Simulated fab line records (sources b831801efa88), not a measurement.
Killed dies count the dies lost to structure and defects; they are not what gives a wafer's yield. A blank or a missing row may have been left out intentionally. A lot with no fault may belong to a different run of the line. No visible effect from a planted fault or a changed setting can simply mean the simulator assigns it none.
The tool behind it: which one? || flow gf180mcu || Sampling: 12 lots, 36 wafers, 6 of 602 route steps

WHAT THE GAUGES SHOWED, per wafer
GF_POLY_GATE_THK_MEAS_17. Usual: POLY_GATE_OXIDATION_THK typically reads 4.01 nm, with standard deviation 0.088.
{"lot": "L690", "measured": "day 9 03:49", "on": "film metro-02", "POLY_GATE_OXIDATION_THK (nm)": "3.85 3.95 3.92", "flag": ""}
{"lot": "L691", "measured": "day 9 12:32", "on": "film metro-03", "POLY_GATE_OXIDATION_THK (nm)": "4.09 4.13 4.10", "flag": ""}
{"lot": "L694", "measured": "day 10 11:33", "on": "film metro-04", "POLY_GATE_OXIDATION_THK (nm)": "3.88 3.96 3.95", "flag": ""}
{"lot": "L695", "measured": "day 10 17:13", "on": "film metro-02", "POLY_GATE_OXIDATION_THK (nm)": "3.96 3.92 3.99", "flag": ""}
{"lot": "L697", "measured": "day 11 05:19", "on": "film metro-03", "POLY_GATE_OXIDATION_THK (nm)": "4.18 4.05 4.13", "flag": ""}
{"lot": "L701", "measured": "day 12 10:37", "on": "film metro-03", "POLY_GATE_OXIDATION_THK (nm)": "3.97 3.87 3.98", "flag": ""}
{"lot": "L704", "measured": "day 13 11:37", "on": "film metro-02", "POLY_GATE_OXIDATION_THK (nm)": "4.02 4.06 4.00", "flag": ""}
{"lot": "L707", "measured": "day 14 12:35", "on": "film metro-02", "POLY_GATE_OXIDATION_THK (nm)": "4.08 4.15 4.09", "flag": ""}
{"lot": "L708", "measured": "day 14 17:46", "on": "film metro-03", "POLY_GATE_OXIDATION_THK (nm)": "4.01 3.89 4.00", "flag": ""}
{"lot": "L711", "measured": "day 15 15:24", "on": "film metro-03", "POLY_GATE_OXIDATION_THK (nm)": "3.93 3.98 3.91", "flag": ""}
{"lot": "L712", "measured": "day 15 20:28", "on": "film metro-02", "POLY_GATE_OXIDATION_THK (nm)": "3.97 3.92 3.94", "flag": ""}
{"lot": "L713", "measured": "day 16 04:05", "on": "film metro-04", "POLY_GATE_OXIDATION_THK (nm)": "4.00 4.06 3.99", "flag": ""}

GF_HV_LDD_CD_MEAS_31: the cd target is 400 nm. Usual: cd nm 400.8 nm, standard deviation 2.
{"lot": "L690", "measured": "day 11 10:34", "on": "cd sem-01", "cd nm (nm)": "405.2 403.3 403.1", "flag": ""}
{"lot": "L691", "measured": "day 11 19:47", "on": "cd sem-02", "cd nm (nm)": "405.2 403.3 403.3", "flag": ""}
{"lot": "L694", "measured": "day 12 21:13", "on": "cd sem-01", "cd nm (nm)": "400.6 403.0 402.6", "flag": ""}
{"lot": "L695", "measured": "day 13 03:20", "on": "cd sem-01", "cd nm (nm)": "403.8 401.9 403.7", "flag": ""}
{"lot": "L697", "measured": "day 13 15:37", "on": "cd sem-01", "cd nm (nm)": "399.8 397.6 396.9", "flag": ""}
{"lot": "L701", "measured": "day 15 01:19", "on": "cd sem-01", "cd nm (nm)": "400.5 400.9 402.3", "flag": ""}
{"lot": "L704", "measured": "day 16 04:25", "on": "cd sem-01", "cd nm (nm)": "401.3 398.5 400.3", "flag": ""}
{"lot": "L707", "measured": "day 17 07:16", "on": "cd sem-02", "cd nm (nm)": "400.9 400.5 397.2", "flag": ""}
{"lot": "L708", "measured": "day 17 13:47", "on": "cd sem-01", "cd nm (nm)": "401.4 400.9 402.7", "flag": ""}
{"lot": "L711", "measured": "day 18 12:55", "on": "cd sem-01", "cd nm (nm)": "401.1 401.2 401.3", "flag": ""}
{"lot": "L712", "measured": "day 18 17:55", "on": "cd sem-02", "cd nm (nm)": "402.4 403.4 401.8", "flag": ""}
{"lot": "L713", "measured": "day 19 01:40", "on": "cd sem-01", "cd nm (nm)": "400.5 401.8 400.2", "flag": ""}

GF_HV_LDD_RS_MEAS_53: a four-point-probe measurement. Usual: HV_LDD_RS typically reads 418.2 ohm/sq, with standard deviation 1.1.
{"lot": "L690", "measured": "day 12 07:24", "on": "film metro-01", "HV_LDD_RS (ohm/sq)": "416.7 417.8 417.5", "flag": ""}
{"lot": "L691", "measured": "day 12 17:07", "on": "film metro-03", "HV_LDD_RS (ohm/sq)": "420.1 418.3 418.8", "flag": ""}
{"lot": "L694", "measured": "day 13 18:10", "on": "film metro-03", "HV_LDD_RS (ohm/sq)": "417.9 418.5 418.5", "flag": ""}
{"lot": "L695", "measured": "day 14 00:35", "on": "film metro-03", "HV_LDD_RS (ohm/sq)": "417.1 416.7 415.5", "flag": ""}
{"lot": "L697", "measured": "day 14 14:09", "on": "film metro-03", "HV_LDD_RS (ohm/sq)": "417.2 418.6 416.8", "flag": ""}
{"lot": "L701", "measured": "day 15 23:58", "on": "film metro-03", "HV_LDD_RS (ohm/sq)": "419.8 419.5 419.1", "flag": ""}
{"lot": "L704", "measured": "day 17 04:24", "on": "film metro-04", "HV_LDD_RS (ohm/sq)": "419.6 419.8 419.0", "flag": ""}
{"lot": "L707", "measured": "day 18 06:54", "on": "film metro-01", "HV_LDD_RS (ohm/sq)": "417.2 418.1 417.3", "flag": ""}
{"lot": "L708", "measured": "day 18 14:00", "on": "film metro-01", "HV_LDD_RS (ohm/sq)": "419.0 419.3 419.1", "flag": ""}
{"lot": "L711", "measured": "day 19 14:32", "on": "film metro-03", "HV_LDD_RS (ohm/sq)": "417.4 416.7 417.7", "flag": ""}
{"lot": "L712", "measured": "day 19 19:09", "on": "film metro-01", "HV_LDD_RS (ohm/sq)": "417.2 416.7 417.8", "flag": ""}
{"lot": "L713", "measured": "day 20 03:29", "on": "film metro-04", "HV_LDD_RS (ohm/sq)": "418.6 419.2 418.4", "flag": ""}

GF_PSD_RS_MEAS_14: a four-point-probe measurement. Usual: NSD_RS typically reads 46.10 ohm/sq, with standard deviation 0.095.
{"lot": "L690", "measured": "day 14 03:20", "on": "film metro-03", "NSD_RS (ohm/sq)": "46.15 46.21 46.15", "flag": ""}
{"lot": "L691", "measured": "day 14 13:47", "on": "film metro-03", "NSD_RS (ohm/sq)": "46.09 46.14 46.14", "flag": ""}
{"lot": "L694", "measured": "day 15 17:16", "on": "film metro-02", "NSD_RS (ohm/sq)": "46.14 46.24 46.20", "flag": ""}
{"lot": "L695", "measured": "day 15 23:33", "on": "film metro-01", "NSD_RS (ohm/sq)": "46.25 46.14 46.27", "flag": ""}
{"lot": "L697", "measured": "day 16 13:10", "on": "film metro-01", "NSD_RS (ohm/sq)": "46.01 46.12 46.11", "flag": ""}
{"lot": "L701", "measured": "day 18 00:08", "on": "film metro-02", "NSD_RS (ohm/sq)": "49.16 49.13 49.22", "flag": "OFF"}
{"lot": "L704", "measured": "day 19 07:06", "on": "film metro-01", "NSD_RS (ohm/sq)": "49.12 49.23 49.14", "flag": "OFF"}
{"lot": "L707", "measured": "day 20 09:52", "on": "film metro-01", "NSD_RS (ohm/sq)": "46.04 46.07 46.08", "flag": ""}
{"lot": "L708", "measured": "day 20 15:57", "on": "film metro-01", "NSD_RS (ohm/sq)": "46.12 46.07 46.04", "flag": ""}
{"lot": "L711", "measured": "day 21 17:06", "on": "film metro-02", "NSD_RS (ohm/sq)": "46.21 46.25 46.22", "flag": ""}
{"lot": "L712", "measured": "day 21 22:26", "on": "film metro-02", "NSD_RS (ohm/sq)": "46.13 46.10 46.31", "flag": ""}
{"lot": "L713", "measured": "day 22 07:07", "on": "film metro-02", "NSD_RS (ohm/sq)": "46.12 46.11 46.12", "flag": ""}

TOOL THAT RAN EACH LOT (tool first, then ch and the chambers of the sampled wafers, then the start)
{"lot": "L690", "GF_NSD_IMPLANT_10": "implanter-02 ch 0, day 13 05:55", "GF_NSD_STRIP_11": "plasma asher-04 ch 0,1, day 13 06:02"}
{"lot": "L691", "GF_NSD_IMPLANT_10": "implanter-02 ch 0, day 13 15:50", "GF_NSD_STRIP_11": "plasma asher-03 ch 0,1, day 13 15:58"}
{"lot": "L694", "GF_NSD_IMPLANT_10": "implanter-03 ch 0, day 14 19:18", "GF_NSD_STRIP_11": "plasma asher-03 ch 0, day 14 19:26"}
{"lot": "L695", "GF_NSD_IMPLANT_10": "implanter-01 ch 0, day 15 01:19", "GF_NSD_STRIP_11": "plasma asher-01 ch 1, day 15 01:26"}
{"lot": "L697", "GF_NSD_IMPLANT_10": "implanter-03 ch 0, day 15 14:49", "GF_NSD_STRIP_11": "plasma asher-04 ch 0,1, day 15 14:56"}
{"lot": "L701", "GF_NSD_IMPLANT_10": "implanter-03 ch 0, day 17 00:58", "GF_NSD_STRIP_11": "plasma asher-04 ch 0,1, day 17 01:05"}
{"lot": "L704", "GF_NSD_IMPLANT_10": "implanter-03 ch 0, day 18 06:28", "GF_NSD_STRIP_11": "plasma asher-03 ch 0,1, day 18 06:36"}
{"lot": "L707", "GF_NSD_IMPLANT_10": "implanter-02 ch 0, day 19 09:48", "GF_NSD_STRIP_11": "plasma asher-03 ch 0,1, day 19 09:55"}
{"lot": "L708", "GF_NSD_IMPLANT_10": "implanter-02 ch 0, day 19 16:14", "GF_NSD_STRIP_11": "plasma asher-01 ch 0,1, day 19 16:23"}
{"lot": "L711", "GF_NSD_IMPLANT_10": "implanter-02 ch 0, day 20 16:51", "GF_NSD_STRIP_11": "plasma asher-04 ch 1, day 20 16:58"}
{"lot": "L712", "GF_NSD_IMPLANT_10": "implanter-01 ch 0, day 20 21:31", "GF_NSD_STRIP_11": "plasma asher-03 ch 0,1, day 20 21:38"}
{"lot": "L713", "GF_NSD_IMPLANT_10": "implanter-03 ch 0, day 21 06:07", "GF_NSD_STRIP_11": "plasma asher-03 ch 0,1, day 21 06:13"}
- GF_NSD_IMPLANT_10
- GF_NSD_STRIP_11: strips in O2/N2.

WHAT THE TOOLS THEMSELVES READ (means of the sampled wafers that have a number; where no wafer has one, the mark that the record gives instead)
GF_NSD_IMPLANT_10. Usual: dose ions cm2 5.001e+14, standard deviation 5.4e+11; end station pressure torr 7.2e-06 Torr, standard deviation 3.6e-07; faraday current uA 2795, standard deviation 54.
{"lot": "L690", "tool": "implanter-02", "dose ions cm2": 5.006e+14, "end station pressure torr (Torr)": 7.6e-06, "faraday current uA": 2811, "flag": ""}
{"lot": "L691", "tool": "implanter-02", "dose ions cm2": 5.000e+14, "end station pressure torr (Torr)": 7.5e-06, "faraday current uA": 2847, "flag": ""}
{"lot": "L694", "tool": "implanter-03", "dose ions cm2": 5.000e+14, "end station pressure torr (Torr)": 6.9e-06, "faraday current uA": 2797, "flag": ""}
{"lot": "L695", "tool": "implanter-01", "dose ions cm2": 5.007e+14, "end station pressure torr (Torr)": 7.2e-06, "faraday current uA": 2762, "flag": ""}
{"lot": "L697", "tool": "implanter-03", "dose ions cm2": 4.998e+14, "end station pressure torr (Torr)": 7.3e-06, "faraday current uA": 2726, "flag": ""}
{"lot": "L701", "tool": "implanter-03", "dose ions cm2": 2.510e+14, "end station pressure torr (Torr)": 6.1e-06, "faraday current uA": 1395, "flag": "OFF"}
{"lot": "L704", "tool": "implanter-03", "dose ions cm2": 2.518e+14, "end station pressure torr (Torr)": 6.0e-06, "faraday current uA": 1403, "flag": "OFF"}
{"lot": "L707", "tool": "implanter-02", "dose ions cm2": 4.995e+14, "end station pressure torr (Torr)": 7.3e-06, "faraday current uA": 2789, "flag": ""}
{"lot": "L708", "tool": "implanter-02", "dose ions cm2": 4.998e+14, "end station pressure torr (Torr)": 7.6e-06, "faraday current uA": 2760, "flag": ""}
{"lot": "L711", "tool": "implanter-02", "dose ions cm2": 4.999e+14, "end station pressure torr (Torr)": 7.2e-06, "faraday current uA": 2808, "flag": ""}
{"lot": "L712", "tool": "implanter-01", "dose ions cm2": 5.000e+14, "end station pressure torr (Torr)": 7.0e-06, "faraday current uA": 2785, "flag": ""}
{"lot": "L713", "tool": "implanter-03", "dose ions cm2": 4.998e+14, "end station pressure torr (Torr)": 7.1e-06, "faraday current uA": 2787, "flag": ""}

GF_NSD_STRIP_11. Usual: drypump motor current A 5.7 A, standard deviation 0.61; heater power w 336 W, standard deviation 31; n2 flow sccm 300.1 sccm, standard deviation 0.88; oes product au 0.487 a.u., standard deviation 0.0041; strip time to endpoint s 22.98 s, standard deviation 0.038.
{"lot": "L690", "tool": "plasma asher-04", "drypump motor current A (A)": 5.9, "heater power w (W)": 333, "n2 flow sccm (sccm)": 300.7, "oes product au (a.u.)": 0.485, "strip time to endpoint s (s)": 22.96, "flag": ""}
{"lot": "L691", "tool": "plasma asher-03", "drypump motor current A (A)": 5.7, "heater power w (W)": 343, "n2 flow sccm (sccm)": 299.8, "oes product au (a.u.)": 0.487, "strip time to endpoint s (s)": 22.95, "flag": ""}
{"lot": "L694", "tool": "plasma asher-03", "drypump motor current A (A)": 6.1, "heater power w (W)": 373, "n2 flow sccm (sccm)": 301.4, "oes product au (a.u.)": 0.488, "strip time to endpoint s (s)": 22.95, "flag": ""}
{"lot": "L695", "tool": "plasma asher-01", "drypump motor current A (A)": 6.6, "heater power w (W)": 372, "n2 flow sccm (sccm)": 301.2, "oes product au (a.u.)": 0.489, "strip time to endpoint s (s)": 22.96, "flag": ""}
{"lot": "L697", "tool": "plasma asher-04", "drypump motor current A (A)": 6.0, "heater power w (W)": 326, "n2 flow sccm (sccm)": 300.0, "oes product au (a.u.)": 0.491, "strip time to endpoint s (s)": 22.92, "flag": ""}
{"lot": "L701", "tool": "plasma asher-04", "drypump motor current A (A)": 6.0, "heater power w (W)": 336, "n2 flow sccm (sccm)": 299.9, "oes product au (a.u.)": 0.490, "strip time to endpoint s (s)": 22.75, "flag": "OFF"}
{"lot": "L704", "tool": "plasma asher-03", "drypump motor current A (A)": 5.7, "heater power w (W)": 349, "n2 flow sccm (sccm)": 299.2, "oes product au (a.u.)": 0.491, "strip time to endpoint s (s)": 22.73, "flag": "OFF"}
{"lot": "L707", "tool": "plasma asher-03", "drypump motor current A (A)": 5.2, "heater power w (W)": 321, "n2 flow sccm (sccm)": 299.6, "oes product au (a.u.)": 0.485, "strip time to endpoint s (s)": 23.04, "flag": ""}
{"lot": "L708", "tool": "plasma asher-01", "drypump motor current A (A)": 5.7, "heater power w (W)": 347, "n2 flow sccm (sccm)": 300.1, "oes product au (a.u.)": 0.487, "strip time to endpoint s (s)": 22.98, "flag": ""}
{"lot": "L711", "tool": "plasma asher-04", "drypump motor current A (A)": 6.1, "heater power w (W)": 349, "n2 flow sccm (sccm)": 300.2, "oes product au (a.u.)": 0.485, "strip time to endpoint s (s)": 22.97, "flag": ""}
{"lot": "L712", "tool": "plasma asher-03", "drypump motor current A (A)": 5.7, "heater power w (W)": 349, "n2 flow sccm (sccm)": 300.5, "oes product au (a.u.)": 0.484, "strip time to endpoint s (s)": 22.99, "flag": ""}
{"lot": "L713", "tool": "plasma asher-03", "drypump motor current A (A)": 5.2, "heater power w (W)": 322, "n2 flow sccm (sccm)": 299.9, "oes product au (a.u.)": 0.485, "strip time to endpoint s (s)": 22.93, "flag": ""}

THE ANSWER, worked out from the rows above alone
Rule: a lot counts as off when the mean over its wafers that have a number is more than 3 standard deviations away from the usual mean. A lot without any number at a reading at which 4 lots or more have one is off too. Any other lot the step has rows for is counted as sound. Order of review: gauges by route order, followed by the tools' own readings, for which a lot's mean as printed above is used. The first step at which some lot is off is used, and at that step the reading that is off furthest; a lot without a number counts as furthest.
Off: L701, L704, seen at GF_PSD_RS_MEAS_14 (NSD_RS).
If a tool, at a process step before that reading, ran all the lots that are off and no sound lot after the first of them, it fits. Not tried: the gauges at GF_PSD_RS_MEAS_14; whatever is off there is also off at GF_NSD_IMPLANT_10, on other tools, and gauge error can't account for it. None of those tried fits.

WHAT HAD BEEN PUT IN BY THE SIMULATOR
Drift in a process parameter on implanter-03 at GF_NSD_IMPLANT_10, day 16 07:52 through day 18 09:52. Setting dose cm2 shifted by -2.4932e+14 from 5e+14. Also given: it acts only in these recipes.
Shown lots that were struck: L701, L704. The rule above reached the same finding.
